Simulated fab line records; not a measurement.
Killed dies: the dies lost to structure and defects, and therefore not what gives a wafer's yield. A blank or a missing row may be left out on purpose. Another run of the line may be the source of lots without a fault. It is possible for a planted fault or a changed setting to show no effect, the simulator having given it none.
A struck lot beside a sound one / flow gf180mcu / 20 out of 602 route steps
Sound: wafers L645.1, L645.3, L645.5. Wafers L655.2, L655.4, L655.6 were the ones struck. The cause is given at the end.
Order at every step that has rows: each side's tool, ch and its chambers, its first start. Under that, the readings that differ: sound wafers / struck wafers / difference of the means / sigmas: that difference in standard deviations of wafers without a fault.
alike: readings whose means differ by less than 2 such deviations, and words and numbers that are the same on both sides. not compared: withheld readings, readings that some wafer has no value for, bounds like >300 that may hide the same value, and numbers for which the record gives no deviation and whose values overlap.
The two part at a step that has a row with sigmas, a row that says differs or no value, or rows on one side only. Non-overlapping numbers with no deviation appear without sigmas and do not part them. Lack of a reading on every wafer of one side parts them only where that side has two or more wafers.

first, 4 steps without rows for these wafers: GF_VT_IMPLANT_SOFTBAKE_25 (time 60 s); GF_VT_IMPLANT_EXPOSE_26 (exposes mask LVPWELL HV AREA, target cd 860 nm); GF_VT_IMPLANT_PEB_27; GF_VT_IMPLANT_DEVELOP_28 (develop time 60 s).
GF_VT_IMPLANT_OVL_MEAS_29:
  sound: overlay-02 at day 6 23:37; struck: overlay-02 at day 10 05:40
  alike: VT_IMPLANT_02_OVL
following that, these wafers have no rows for 1 step: GF_VT_IMPLANT_IMPLANT_30.
GF_VT_IMPLANT_STRIP_31: strips in O2/N2.
  sound on plasma-asher-02 ch 0,1, day 6 23:48; struck on plasma-asher-02 ch 0,1, day 10 05:50
  alike: drypump-motor-current-A, heater-power-w, oes-product-au, strip-time-to-endpoint-s
  not compared: rf-hours-counter-h
GF_VT_IMPLANT_TW_MEAS_32:
  sound: film-metro-01 at day 6 23:54; struck: film-metro-02 at day 10 05:57
  alike: VT_IMPLANT_3_TW
then, 4 steps without rows for these wafers: GF_VT_IMPLANT_DEHYDRATE_33 (time 60 s); GF_VT_IMPLANT_HMDS_34 (prime time 60 s); GF_VT_IMPLANT_COAT_35 (resist thk 1000 nm); GF_VT_IMPLANT_SOFTBAKE_36 (time 60 s).
GF_VT_IMPLANT_EXPOSE_37: exposes mask Nwell HV AREA, target cd 860 nm.
  sound on iline-stepper-02 ch 0, day 7 07:44; struck on iline-stepper-01 ch 0, day 10 15:21
reading=mask; sound=Nwell_HV_AREA#0 Nwell_HV_AREA#0 Nwell_HV_AREA#0; struck=LVPWELL_HV_AREA#0 LVPWELL_HV_AREA#0 LVPWELL_HV_AREA#0; difference=differs; sigmas=
  alike: exposure-dose-mJ-cm2, reticle-temp-C
then, 2 steps without rows for these wafers: GF_VT_IMPLANT_PEB_38; GF_VT_IMPLANT_DEVELOP_39 (develop time 60 s).
GF_VT_IMPLANT_OVL_MEAS_40:
  sound: overlay-02 at day 7 15:17; struck: overlay-01 at day 10 23:12
reading=VT_IMPLANT_03_OVL (nm); sound=2.0 2.9 3.1; struck=- - -; difference=no value on the struck wafers; sigmas=
following that, these wafers have no rows for 1 step: GF_VT_IMPLANT_IMPLANT_41.
GF_VT_IMPLANT_STRIP_42: strips in O2/N2.
  sound on plasma-asher-02 ch 0,1, day 7 15:29; struck on plasma-asher-04 ch 1, day 10 23:23
reading=heater-power-w (W); sound=390 415 396; struck=328 329 327; difference=-72; sigmas=-2
reading=strip-time-to-endpoint-s (s); sound=12.662 12.661 12.662; struck=12.754 12.799 12.783; difference=+0.117; sigmas=+4
  alike: drypump-motor-current-A, oes-product-au
  not compared: rf-hours-counter-h
GF_VT_IMPLANT_TW_MEAS_43:
  sound: film-metro-01 at day 7 15:35; struck: film-metro-02 at day 10 23:29
reading=VT_IMPLANT_4_TW; sound=694 695 693; struck=30 30 30; difference=-664; sigmas=-91
then, 1 step without rows for these wafers: GF_VT_IMPLANT_CLEAN_44 (cleans in SC1/SC2, time 150 s).

== WHERE THEY PART ==
At GF_VT_IMPLANT_EXPOSE_37 first; at GF_VT_IMPLANT_TW_MEAS_43 last (within this record only).

WHY: what had been put in by the simulator
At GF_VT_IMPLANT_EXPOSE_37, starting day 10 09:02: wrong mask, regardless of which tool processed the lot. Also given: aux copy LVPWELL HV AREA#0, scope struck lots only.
